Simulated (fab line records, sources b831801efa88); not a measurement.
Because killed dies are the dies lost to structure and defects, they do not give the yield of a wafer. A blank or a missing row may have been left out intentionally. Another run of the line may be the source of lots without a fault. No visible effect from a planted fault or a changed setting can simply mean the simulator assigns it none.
fab line records	flow gf180mcu
record: lots: 24	wafers: 72	last_day: 34
route steps=602 shown LVPWELL@64 MVPSD@85 HV_LDD@199 M1@332
lots that met no fault: from a run of the same line without faults
start_h: the number of hours between the record's first day and the start of the first shown wafer of the lot	wait_h: hours elapsed since this lot's preceding step	" as in the row above	L1.1+2: several wafers, shown together as one row	- value missing, or start not given	* or withheld: withheld	< > ~ a bound
route shown NAME@n: NAME is a module with steps in the file, n the number in the route of the first one	usual: mean and standard deviation over wafers with no fault	same: alike in all rows	chamber/n: place in a boat	sites: the reading at each site	_std_site: their standard deviation	_edge_site: the outer-site mean with the inner-site mean subtracted	radius_mm: for every site, how far away it sits from the centre of the wafer	mask NAME#n: copy n	behind: the last tool/chamber to shape the wafer	hold: reason for holding the lot/hours on hold/outcome of the hold	device: which transistor (n, p or np) failed to switch	end of line: the same wafers' tests at the end of the route	where a step has no rows: the recipe by itself	killed: not the wafer's yield, but the dies lost to structure and defects at the first sort	map: dies across one wafer; x = killed, . = not, _ = none there
set.NAME: setting as actually run; set.NAME@STEP: the setting as run at that earlier step	model.NAME: the simulator's own value behind a step, which no gauge read
the route's steps for a sample of lots (tables are steps, rows are wafers)
services: when a tool's chamber went out of use (start_h, in hours from the record's first day, below 0 if earlier), for how many hours, and the reason
== steps ==
step: GF_LVPWELL_STRIP_10
recipe: chemistry: O2/N2	power_w: 1400	pressure_mtorr: 1500	platen_temp_c: 250	o2_flow_sccm: 3000	n2_flow_sccm: 300	overash_fraction: 0.5
usual: drypump_motor_current_A: 5.7/0.47	heater_power_w: 352/31	oes_product_au: 0.722/0.0043	strip_time_to_endpoint_s: 36.95/0.12
same: overash_fraction: 0.5
lot.wafer	tool	chamber	start_h	wait_h	drypump_motor_current_A	heater_power_w	oes_product_au	rf_hours_counter_h	strip_time_to_endpoint_s
L074.1	plasma_asher-02	1	69.11	0.1	5.9	396	0.725	41	37.07
L074.4	"	1	"	"	5.9	394	0.724	-	36.94
L074.5	"	0	"	"	5.0	341	0.727	-	36.99
L075.2	plasma_asher-03	1	74.71	0.1	5.7	326	0.726	41	36.97
L075.3	"	1	"	"	5.7	315	0.725	-	36.98
L075.6	"	1	"	"	5.7	325	0.721	-	36.97
L076.1	plasma_asher-03	1	80.31	0.1	5.6	324	0.722	42	37.02
L076.3	"	1	"	"	5.7	320	0.721	-	36.88
L076.5	"	1	"	"	5.7	317	0.727	-	37.17
L077.2	plasma_asher-03	1	88.06	0.1	5.7	311	0.724	42	36.99
L077.4	"	0	"	"	5.7	322	0.719	-	37.00
L077.5	"	0	"	"	5.7	328	0.725	-	36.85
L078.2	plasma_asher-04	1	92.85	0.1	6.4	343	0.721	45	36.71
L078.3	"	0	"	"	6.2	318	0.724	-	36.96
L078.4	"	1	"	"	6.4	345	0.725	-	37.02
L079.3	plasma_asher-02	0	97.04	0.1	5.0	340	0.722	-	37.06
L079.4	"	1	"	"	5.9	391	0.726	-	37.04
L079.5	"	1	"	"	5.9	403	0.722	-	37.09
L080.1	plasma_asher-02	1	101.41	0.1	5.9	389	0.731	45	37.07
L080.5	"	1	"	"	5.9	401	0.723	-	37.08
L080.6	"	0	"	"	5.0	344	0.729	-	36.99
L081.1	plasma_asher-04	0	108.05	0.1	6.2	325	0.718	46	36.64
L081.2	"	1	"	"	6.4	346	0.722	46	36.74
L081.5	"	0	"	"	6.2	313	0.721	-	36.77
L082.2	plasma_asher-02	0	114.01	0.1	5.0	339	0.717	46	36.83
L082.3	"	0	"	"	5.0	344	0.712	-	36.74
L082.4	"	1	"	"	5.9	409	0.724	-	36.81
L083.1	plasma_asher-02	0	119.01	0.1	5.1	338	0.720	47	37.24
L083.2	"	1	"	"	5.9	406	0.720	47	37.21
L083.4	"	0	"	"	5.0	353	0.724	-	37.23
L084.1	plasma_asher-02	1	126.45	0.1	5.9	388	0.726	48	37.06
L084.2	"	0	"	"	5.0	343	0.726	48	36.93
L084.6	"	1	"	"	5.9	386	0.722	-	36.99
L085.4	plasma_asher-04	1	129.39	0.1	6.4	340	0.722	-	36.87
L085.5	"	0	"	"	6.3	316	0.722	-	36.73
L085.6	"	1	"	"	6.4	348	0.724	-	36.81
L086.1	plasma_asher-02	1	134.15	0.1	5.9	401	0.715	49	37.05
L086.3	"	1	"	"	5.9	398	0.724	-	37.02
L086.6	"	0	"	"	5.0	338	0.723	-	36.98
L087.1	plasma_asher-02	0	139.56	0.1	5.0	340	0.724	49	36.82
L087.4	"	1	"	"	5.9	400	0.725	-	36.67
L087.5	"	0	"	"	5.0	349	0.714	-	36.70
L088.2	plasma_asher-02	0	146.51	0.1	5.1	340	0.716	50	36.96
L088.3	"	1	"	"	5.9	391	0.723	-	36.94
L088.5	"	1	"	"	5.9	405	0.715	-	36.92
L089.2	plasma_asher-03	0	151.56	0.1	5.7	343	0.719	3	37.03
L089.3	"	1	"	"	5.6	322	0.721	-	36.87
L089.4	"	0	"	"	5.7	345	0.721	-	36.91
L090.1	plasma_asher-02	1	157.81	0.1	5.9	398	0.729	51	36.91
L090.2	"	0	"	"	5.0	338	0.722	51	36.91
L090.5	"	1	"	"	5.9	405	0.724	-	36.93
L091.1	plasma_asher-02	0	168.20	0.1	5.0	347	0.716	52	37.01
L091.5	"	1	"	"	5.9	407	0.723	-	37.01
L091.6	"	0	"	"	5.1	340	0.721	-	37.16
L092.1	plasma_asher-02	0	178.50	0.1	5.1	349	0.727	53	36.98
L092.2	"	1	"	"	5.9	395	0.721	53	36.89
L092.5	"	0	"	"	5.0	347	0.721	-	36.96
L093.1	plasma_asher-04	1	178.81	0.1	6.4	342	0.724	54	36.96
L093.4	"	0	"	"	6.2	317	0.715	-	37.00
L093.6	"	0	"	"	6.2	318	0.725	-	37.03
L094.1	plasma_asher-02	1	183.61	0.1	5.9	405	0.725	54	37.06
L094.2	"	0	"	"	5.0	339	0.718	54	37.08
L094.3	"	0	"	"	5.0	339	0.726	-	37.12
L095.1	plasma_asher-04	1	189.61	0.1	6.4	347	0.725	55	36.88
L095.3	"	0	"	"	6.2	320	0.721	-	36.97
L095.4	"	1	"	"	6.4	345	0.716	-	36.88
L096.1	plasma_asher-04	0	197.81	0.1	6.2	319	0.712	56	36.88
L096.2	"	1	"	"	6.4	347	0.719	56	36.99
L096.4	"	1	"	"	6.4	339	0.719	-	36.92
L097.2	plasma_asher-03	0	203.31	0.1	5.8	343	0.726	7	37.00
L097.5	"	0	"	"	5.7	340	0.720	-	36.98
L097.6	"	1	"	"	5.6	317	0.722	-	36.95
step: GF_MVPSD_OVL_MEAS_07
usual: MVPSD_OVL: 1.4/1.3
lot.wafer	tool	chamber	start_h	wait_h	MVPSD_OVL[nm]
L074.1	overlay-02	-	96.67	-	2.4
L074.4	"	-	"	"	1.8
L074.5	"	-	"	"	0.1
L075.2	overlay-02	-	102.83	-	4.2
L075.3	"	-	"	"	3.1
L075.6	"	-	"	"	4.4
L076.1	overlay-02	-	108.42	-	1.4
L076.3	"	-	"	"	2.9
L076.5	"	-	"	"	1.3
L077.2	overlay-02	-	116.83	-	2.1
L077.4	"	-	"	"	-0.1
L077.5	"	-	"	"	1.5
L078.2	overlay-02	-	121.23	-	1.7
L078.3	"	-	"	"	-0.9
L078.4	"	-	"	"	0.7
L079.3	overlay-01	-	125.44	-	-1.3
L079.4	"	-	"	"	1.0
L079.5	"	-	"	"	0.0
L080.1	overlay-01	-	129.72	-	3.7
L080.5	"	-	"	"	2.7
L080.6	"	-	"	"	2.2
L081.1	overlay-02	-	136.71	-	0.6
L081.2	"	-	"	"	1.2
L081.5	"	-	"	"	1.1
L082.2	overlay-01	-	143.33	-	4.3
L082.3	"	-	"	"	3.2
L082.4	"	-	"	"	3.3
L083.1	overlay-01	-	148.66	-	0.3
L083.2	"	-	"	"	1.8
L083.4	"	-	"	"	1.8
L084.1	overlay-01	-	156.92	-	0.4
L084.2	"	-	"	"	1.0
L084.6	"	-	"	"	0.4
L085.4	overlay-01	-	160.04	-	3.0
L085.5	"	-	"	"	1.8
L085.6	"	-	"	"	1.6
L086.1	overlay-02	-	165.57	-	1.9
L086.3	"	-	"	"	-0.3
L086.6	"	-	"	"	3.3
L087.1	overlay-02	-	171.91	-	1.6
L087.4	"	-	"	"	0.9
L087.5	"	-	"	"	1.4
L088.2	overlay-01	-	178.52	-	1.7
L088.3	"	-	"	"	-0.4
L088.5	"	-	"	"	2.7
L089.2	overlay-02	-	184.78	-	3.0
L089.3	"	-	"	"	1.2
L089.4	"	-	"	"	0.9
L090.1	overlay-02	-	190.22	-	-1.1
L090.2	"	-	"	"	-0.7
L090.5	"	-	"	"	0.0
L091.1	overlay-01	-	202.42	-	0.5
L091.5	"	-	"	"	2.8
L091.6	"	-	"	"	0.3
L092.1	overlay-01	-	212.62	-	3.0
L092.2	"	-	"	"	1.9
L092.5	"	-	"	"	0.8
L093.1	overlay-01	-	223.16	-	1.7
L093.4	"	-	"	"	-0.6
L093.6	"	-	"	"	2.2
L094.1	overlay-02	-	223.37	-	-1.0
L094.2	"	-	"	"	2.1
L094.3	"	-	"	"	1.3
L095.1	overlay-01	-	223.51	-	1.7
L095.3	"	-	"	"	2.3
L095.4	"	-	"	"	2.2
L096.1	overlay-02	-	237.86	-	2.2
L096.2	"	-	"	"	3.0
L096.4	"	-	"	"	1.2
L097.2	overlay-01	-	239.53	-	0.8
L097.5	"	-	"	"	0.4
L097.6	"	-	"	"	1.2
step: GF_HV_LDD_TW_MEAS_23
usual: HV_LDD_2_TW: 1067/5.5
lot.wafer	tool	chamber	start_h	wait_h	HV_LDD_2_TW
L074.1	film_metro-03	-	236.48	0.1	1069
L074.4	"	-	"	"	1068
L074.5	"	-	"	"	1069
L075.2	film_metro-01	-	240.53	0.1	1065
L075.3	"	-	"	"	1064
L075.6	"	-	"	"	1067
L076.1	film_metro-01	-	244.87	0.1	1065
L076.3	"	-	"	"	1067
L076.5	"	-	"	"	1063
L077.2	film_metro-04	-	255.78	0.1	1071
L077.4	"	-	"	"	1068
L077.5	"	-	"	"	1072
L078.2	film_metro-03	-	260.94	0.1	1061
L078.3	"	-	"	"	1065
L078.4	"	-	"	"	1063
L079.3	film_metro-04	-	269.54	0.1	1077
L079.4	"	-	"	"	1076
L079.5	"	-	"	"	1072
L080.1	film_metro-03	-	282.02	0.1	1060
L080.5	"	-	"	"	1060
L080.6	"	-	"	"	1067
L081.1	film_metro-01	-	285.88	0.1	1071
L081.2	"	-	"	"	1062
L081.5	"	-	"	"	1066
L082.2	film_metro-04	-	294.09	0.1	1071
L082.3	"	-	"	"	1064
L082.4	"	-	"	"	1063
L083.1	film_metro-01	-	304.12	0.1	1069
L083.2	"	-	"	"	1069
L083.4	"	-	"	"	1066
L084.1	film_metro-01	-	310.67	0.1	1070
L084.2	"	-	"	"	1067
L084.6	"	-	"	"	1067
L085.4	film_metro-04	-	311.11	0.1	1073
L085.5	"	-	"	"	1073
L085.6	"	-	"	"	1071
L086.1	film_metro-03	-	324.49	0.1	1068
L086.3	"	-	"	"	1066
L086.6	"	-	"	"	1061
L087.1	film_metro-01	-	330.62	0.1	1053
L087.4	"	-	"	"	1059
L087.5	"	-	"	"	1055
L088.2	film_metro-03	-	346.93	0.1	1071
L088.3	"	-	"	"	1070
L088.5	"	-	"	"	1068
L089.2	film_metro-03	-	350.94	0.1	1075
L089.3	"	-	"	"	1067
L089.4	"	-	"	"	1065
L090.1	film_metro-03	-	351.67	0.1	1063
L090.2	"	-	"	"	1067
L090.5	"	-	"	"	1069
L091.1	film_metro-04	-	372.67	0.1	1071
L091.5	"	-	"	"	1072
L091.6	"	-	"	"	1068
L092.1	film_metro-04	-	381.72	0.1	1077
L092.2	"	-	"	"	1069
L092.5	"	-	"	"	1071
L093.1	film_metro-03	-	394.92	0.1	1069
L093.4	"	-	"	"	1072
L093.6	"	-	"	"	1068
L094.1	film_metro-01	-	395.82	0.1	1063
L094.2	"	-	"	"	1061
L094.3	"	-	"	"	1063
L095.1	film_metro-04	-	400.82	0.1	1068
L095.3	"	-	"	"	1072
L095.4	"	-	"	"	1075
L096.1	film_metro-03	-	413.23	0.1	1067
L096.2	"	-	"	"	1066
L096.4	"	-	"	"	1062
L097.2	film_metro-01	-	417.04	0.1	1049
L097.5	"	-	"	"	1055
L097.6	"	-	"	"	1053
step: GF_HV_LDD_THK_MEAS_55
recipe: reads: SiO2_of_HV_LDD_CVD_54
usual: HV_LDD_CVD_54_THK: 9.95/0.16
lot.wafer	tool	chamber	start_h	wait_h	HV_LDD_CVD_54_THK[nm]
L074.1	film_metro-03	-	276.24	0.0	10.10
L074.4	"	-	"	"	10.16
L074.5	"	-	"	"	10.13
L075.2	film_metro-04	-	280.40	0.0	10.06
L075.3	"	-	"	"	10.10
L075.6	"	-	"	"	9.99
L076.1	film_metro-04	-	285.15	0.0	9.83
L076.3	"	-	"	"	9.81
L076.5	"	-	"	"	9.87
L077.2	film_metro-03	-	296.70	0.0	9.89
L077.4	"	-	"	"	10.03
L077.5	"	-	"	"	9.91
L078.2	film_metro-03	-	302.06	0.0	10.27
L078.3	"	-	"	"	10.01
L078.4	"	-	"	"	10.04
L079.3	film_metro-01	-	311.41	0.0	9.90
L079.4	"	-	"	"	9.86
L079.5	"	-	"	"	9.88
L080.1	film_metro-01	-	324.49	0.0	9.95
L080.5	"	-	"	"	10.05
L080.6	"	-	"	"	9.77
L081.1	film_metro-03	-	329.41	0.0	9.89
L081.2	"	-	"	"	9.88
L081.5	"	-	"	"	9.82
L082.2	film_metro-03	-	336.61	0.0	9.90
L082.3	"	-	"	"	9.98
L082.4	"	-	"	"	9.93
L083.1	film_metro-01	-	348.05	0.0	10.16
L083.2	"	-	"	"	10.29
L083.4	"	-	"	"	10.31
L084.1	film_metro-03	-	355.45	0.0	10.13
L084.2	"	-	"	"	10.22
L084.6	"	-	"	"	10.21
L085.4	film_metro-03	-	355.73	0.0	10.17
L085.5	"	-	"	"	10.31
L085.6	"	-	"	"	10.14
L086.1	film_metro-01	-	370.88	0.0	9.84
L086.3	"	-	"	"	9.89
L086.6	"	-	"	"	9.88
L087.1	film_metro-04	-	376.62	0.0	9.97
L087.4	"	-	"	"	10.12
L087.5	"	-	"	"	10.08
L088.2	film_metro-03	-	395.04	0.0	9.76
L088.3	"	-	"	"	9.88
L088.5	"	-	"	"	9.93
L089.2	film_metro-04	-	398.26	0.0	9.80
L089.3	"	-	"	"	9.70
L089.4	"	-	"	"	9.82
L090.1	film_metro-03	-	400.76	0.0	9.96
L090.2	"	-	"	"	9.91
L090.5	"	-	"	"	10.00
L091.1	film_metro-04	-	420.59	0.0	9.97
L091.5	"	-	"	"	10.02
L091.6	"	-	"	"	10.06
L092.1	film_metro-01	-	430.49	0.0	10.05
L092.2	"	-	"	"	9.94
L092.5	"	-	"	"	9.99
L093.1	film_metro-03	-	443.84	0.0	9.79
L093.4	"	-	"	"	9.59
L093.6	"	-	"	"	9.71
L094.1	film_metro-03	-	444.64	0.0	9.85
L094.2	"	-	"	"	9.87
L094.3	"	-	"	"	9.82
L095.1	film_metro-01	-	450.49	0.0	9.87
L095.3	"	-	"	"	10.06
L095.4	"	-	"	"	9.93
L096.1	film_metro-04	-	463.44	0.0	9.88
L096.2	"	-	"	"	9.82
L096.4	"	-	"	"	9.84
L097.2	film_metro-04	-	467.09	0.0	9.82
L097.5	"	-	"	"	9.81
L097.6	"	-	"	"	9.63
step: GF_HV_LDD_ETCHBACK_58
recipe: chemistry: CH3F/O2	target: Si3N4	stop_on: SiO2	source_w: 400	bias_w: 80	pressure_mtorr: 25	ch3f_flow_sccm: 40	O2_flow_sccm: 30	time_s: 100	target_depth_a: 900
usual: drypump_motor_current_A: 5.8/0.5	oes_product_au: 0.842/0.0065	throttle_valve_pct: 10.561/0.009
lot.wafer	tool	chamber	start_h	wait_h	drypump_motor_current_A	oes_product_au	rf_hours_counter_h	throttle_valve_pct
L074.1	rie_diel-02	3	278.50	0.1	4.8	0.837	139	10.560
L074.4	"	2	"	"	5.1	0.831	-	10.560
L074.5	"	3	"	"	4.9	0.837	-	10.558
L075.2	rie_diel-01	0	281.95	0.0	5.7	0.839	15	10.555
L075.3	"	3	"	"	6.3	0.847	131	10.559
L075.6	"	3	"	"	6.3	0.851	-	10.541
L076.1	rie_diel-01	1	286.69	0.1	5.8	0.834	23	10.563
L076.3	"	0	"	"	5.7	0.842	15	10.544
L076.5	"	2	"	"	5.8	0.843	-	10.570
L077.2	rie_diel-03	0	298.95	0.0	6.4	0.850	3	10.554
L077.4	"	2	"	"	6.6	0.851	87	10.565
L077.5	"	1	"	"	5.8	0.850	-	10.548
L078.2	rie_diel-02	1	303.59	0.0	5.7	0.838	53	10.553
L078.3	"	2	"	"	5.1	0.842	45	10.566
L078.4	"	1	"	"	5.7	0.841	-	10.546
L079.3	rie_diel-02	3	312.94	0.0	4.8	0.841	141	10.548
L079.4	"	2	"	"	5.1	0.848	-	10.570
L079.5	"	3	"	"	4.8	0.847	-	10.562
L080.1	rie_diel-01	1	326.03	0.1	5.8	0.853	24	10.571
L080.5	"	3	"	"	6.3	0.836	-	10.556
L080.6	"	2	"	"	5.8	0.846	-	10.547
L081.1	rie_diel-02	1	330.95	0.1	5.6	0.839	55	10.572
L081.2	"	2	"	"	5.1	0.841	46	10.551
L081.5	"	3	"	"	4.9	0.836	-	10.553
L082.2	rie_diel-02	2	338.15	0.0	5.1	0.844	46	10.564
L082.3	"	1	"	"	5.7	0.841	55	10.554
L082.4	"	3	"	"	4.8	0.829	-	10.551
L083.1	rie_diel-01	3	350.05	0.1	6.3	0.845	1	10.558
L083.2	"	1	"	"	5.8	0.847	24	10.549
L083.4	"	0	"	"	5.7	0.842	-	10.556
L084.1	rie_diel-03	2	356.99	0.1	6.6	0.837	89	10.566
L084.2	"	3	"	"	6.1	0.831	3	10.572
L084.6	"	2	"	"	6.6	0.845	-	10.556
L085.4	rie_diel-01	2	357.25	0.0	5.8	0.842	11	10.567
L085.5	"	3	"	"	6.3	0.852	-	10.560
L085.6	"	2	"	"	5.8	0.851	-	10.561
L086.1	rie_diel-02	3	372.43	0.1	4.8	0.837	143	10.572
L086.3	"	2	"	"	5.1	0.842	47	10.558
L086.6	"	3	"	"	4.8	0.837	-	10.564
L087.1	rie_diel-01	3	378.17	0.1	6.3	0.841	2	10.565
L087.4	"	1	"	"	5.8	0.845	25	10.562
L087.5	"	1	"	"	5.8	0.853	-	10.561
L088.2	rie_diel-03	1	396.62	0.0	5.8	0.847	15	10.570
L088.3	"	3	"	"	6.1	0.849	4	10.563
L088.5	"	3	"	"	6.1	0.837	-	10.540
L089.2	rie_diel-01	3	399.80	0.0	6.3	0.848	2	10.568
L089.3	"	1	"	"	5.8	0.846	26	10.560
L089.4	"	2	"	"	5.8	0.843	13	10.571
L090.1	rie_diel-01	1	402.31	0.1	5.8	0.839	26	10.562
L090.2	"	3	"	"	6.4	0.846	3	10.567
L090.5	"	1	"	"	5.8	0.844	-	10.554
L091.1	rie_diel-02	1	422.14	0.1	5.7	0.841	58	10.573
L091.5	"	3	"	"	4.9	0.842	-	10.564
L091.6	"	2	"	"	5.1	0.843	-	10.567
L092.1	rie_diel-01	1	432.04	0.1	5.9	0.845	26	10.561
L092.2	"	2	"	"	5.8	0.847	13	10.571
L092.5	"	2	"	"	5.8	0.839	-	10.549
L093.1	rie_diel-03	3	445.39	0.1	6.1	0.836	5	10.568
L093.4	"	2	"	"	6.6	0.834	91	10.571
L093.6	"	0	"	"	6.3	0.839	-	10.569
L094.1	rie_diel-01	1	446.19	0.1	5.8	0.844	27	10.553
L094.2	"	3	"	"	6.3	0.838	3	10.567
L094.3	"	2	"	"	5.8	0.851	14	10.580
L095.1	rie_diel-02	0	452.04	0.1	6.3	0.835	11	10.556
L095.3	"	1	"	"	5.7	0.838	59	10.558
L095.4	"	3	"	"	4.8	0.832	2	10.557
L096.1	rie_diel-01	1	464.99	0.1	5.8	0.829	27	10.572
L096.2	"	3	"	"	6.3	0.832	4	10.568
L096.4	"	3	"	"	6.4	0.828	-	10.547
L097.2	rie_diel-01	1	468.63	0.0	5.8	0.836	28	10.571
L097.5	"	3	"	"	6.3	0.840	-	10.566
L097.6	"	2	"	"	5.9	0.842	-	10.574
step: GF_M1_STRIP_17
recipe: chemistry: O2/N2	power_w: 1400	pressure_mtorr: 1500	platen_temp_c: 250	o2_flow_sccm: 3000	n2_flow_sccm: 300	overash_fraction: 0.5
usual: drypump_motor_current_A: 6.2/0.32	heater_power_w: 336/14	oes_product_au: 0.559/0.0048	strip_time_to_endpoint_s: 7.90/0.035
same: overash_fraction: 0.5
lot.wafer	tool	chamber	start_h	wait_h	drypump_motor_current_A	heater_power_w	oes_product_au	rf_hours_counter_h	strip_time_to_endpoint_s
L074.1	plasma_asher-01	0	387.75	0.2	6.6	351	0.561	61	7.89
L074.4	"	0	"	"	6.6	347	0.557	-	7.90
L074.5	"	0	"	"	6.6	353	0.551	-	7.88
L075.2	plasma_asher-04	0	392.74	0.1	6.2	316	0.557	77	7.92
L075.3	"	1	"	"	6.4	327	0.560	-	7.95
L075.6	"	1	"	"	6.4	352	0.568	-	7.91
L076.1	plasma_asher-04	1	398.75	0.1	6.4	340	0.555	78	7.88
L076.3	"	0	"	"	6.3	316	0.558	-	7.88
L076.5	"	1	"	"	6.4	345	0.557	-	7.85
L077.2	plasma_asher-03	0	414.04	0.1	5.7	344	0.567	28	7.89
L077.4	"	1	"	"	5.7	319	0.559	-	7.96
L077.5	"	0	"	"	5.7	341	0.568	-	7.96
L078.2	plasma_asher-04	1	418.73	0.1	6.4	349	0.564	80	7.88
L078.3	"	1	"	"	6.4	342	0.557	-	7.88
L078.4	"	0	"	"	6.2	321	0.563	-	7.83
L079.3	plasma_asher-01	0	432.71	0.1	6.6	357	0.556	-	7.93
L079.4	"	1	"	"	6.2	347	0.547	-	7.89
L079.5	"	1	"	"	6.3	336	0.555	-	7.93
L080.1	plasma_asher-04	1	443.99	0.2	6.4	346	0.555	83	7.84
L080.5	"	1	"	"	6.4	339	0.566	-	7.85
L080.6	"	0	"	"	6.2	319	0.559	-	7.87
L081.1	plasma_asher-04	0	449.78	0.1	6.2	318	0.556	83	7.87
L081.2	"	1	"	"	6.4	339	0.555	83	7.85
L081.5	"	1	"	"	6.4	340	0.554	-	7.86
L082.2	plasma_asher-01	0	460.05	0.1	6.6	352	0.559	69	7.94
L082.3	"	0	"	"	6.6	362	0.562	-	7.92
L082.4	"	1	"	"	6.2	344	0.559	-	7.93
L083.1	plasma_asher-03	0	471.39	0.1	5.7	356	0.562	34	7.88
L083.2	"	1	"	"	5.6	319	0.561	34	7.96
L083.4	"	1	"	"	5.7	312	0.555	-	7.88
L084.1	plasma_asher-04	0	477.89	0.1	6.2	318	0.562	87	7.94
L084.2	"	1	"	"	6.4	338	0.555	87	7.97
L084.6	"	0	"	"	6.2	320	0.562	-	7.91
L085.4	plasma_asher-01	1	479.19	0.1	6.3	340	0.550	-	7.85
L085.5	"	0	"	"	6.6	342	0.561	-	7.84
L085.6	"	1	"	"	6.2	329	0.560	-	7.85
L086.1	plasma_asher-03	1	494.29	0.1	5.7	313	0.557	36	7.99
L086.3	"	1	"	"	5.6	321	0.554	-	7.96
L086.6	"	1	"	"	5.6	324	0.563	-	7.93
L087.1	plasma_asher-03	1	502.68	0.1	5.6	315	0.570	37	7.94
L087.4	"	1	"	"	5.6	317	0.563	-	7.90
L087.5	"	1	"	"	5.6	315	0.553	-	7.89
L088.2	plasma_asher-01	0	520.04	0.1	6.6	356	0.553	76	7.94
L088.3	"	0	"	"	6.6	354	0.564	-	7.91
L088.5	"	1	"	"	6.3	342	0.554	-	7.91
L089.2	plasma_asher-03	1	523.54	0.1	5.7	319	0.551	39	7.92
L089.3	"	0	"	"	5.7	339	0.553	-	7.91
L089.4	"	1	"	"	5.7	321	0.560	-	7.91
L090.1	plasma_asher-04	1	525.44	0.1	6.4	350	0.562	92	7.93
L090.2	"	0	"	"	6.2	323	0.560	92	7.86
L090.5	"	1	"	"	6.4	341	0.564	-	7.90
L091.1	plasma_asher-01	1	544.98	0.1	6.3	349	0.550	78	7.85
L091.5	"	1	"	"	6.2	343	0.559	-	7.87
L091.6	"	0	"	"	6.6	354	0.560	-	7.92
L092.1	plasma_asher-04	0	552.72	0.1	6.2	323	0.553	95	7.87
L092.2	"	1	"	"	6.4	340	0.558	95	7.88
L092.5	"	1	"	"	6.4	340	0.554	-	7.88
L093.1	plasma_asher-04	0	566.69	0.1	6.2	324	0.558	96	7.86
L093.4	"	1	"	"	6.3	344	0.559	-	7.91
L093.6	"	0	"	"	6.2	323	0.564	-	7.86
L094.1	plasma_asher-01	1	567.48	0.1	6.2	344	0.556	81	7.86
L094.2	"	0	"	"	6.6	354	0.557	81	7.86
L094.3	"	0	"	"	6.6	358	0.550	-	7.87
L095.1	plasma_asher-03	1	572.58	0.1	5.6	316	0.556	44	7.92
L095.3	"	0	"	"	5.8	345	0.560	-	7.93
L095.4	"	1	"	"	5.6	318	0.553	-	7.90
L096.1	plasma_asher-01	0	583.85	0.1	6.6	353	0.564	83	7.94
L096.2	"	1	"	"	6.3	331	0.562	83	7.90
L096.4	"	1	"	"	6.2	341	0.562	-	7.91
L097.2	plasma_asher-03	0	587.03	0.1	5.7	342	0.568	46	7.92
L097.5	"	1	"	"	5.6	320	0.565	-	7.88
L097.6	"	0	"	"	5.7	330	0.559	-	7.90
== services ==
tool	chamber	start_h	hours	kind
rie_diel-01	-	58.51	0.1	repair
rie_diel-01	-	85.71	0.5	repair
plasma_asher-03	-	92.80	4.1	repair
plasma_asher-03	-	93.08	7.8	repair
plasma_asher-04	-	103.89	4.1	repair
plasma_asher-03	-	108.79	9.0	pm
rie_diel-01	0	117.90	2.7	repair
plasma_asher-03	-	172.20	14.6	pm
plasma_asher-04	-	212.34	2.5	repair
plasma_asher-03	-	281.59	3.2	repair
rie_diel-01	-	292.42	1.0	repair
rie_diel-01	-	329.94	14.6	pm
rie_diel-01	2	347.97	6.8	repair
rie_diel-01	-	348.23	0.1	repair
plasma_asher-03	-	398.71	2.3	repair
rie_diel-01	-	416.26	4.3	pm
plasma_asher-02	-	421.25	9.0	pm
rie_diel-01	0	427.89	64.4	repair
rie_diel-01	2	503.03	4.6	repair
plasma_asher-04	-	528.00	1.6	repair
plasma_asher-03	-	532.27	3.9	repair
rie_diel-01	3	540.39	8.1	repair
rie_diel-01	3	568.11	26.9	repair
rie_diel-01	2	573.75	8.6	repair
== key ==
fault none
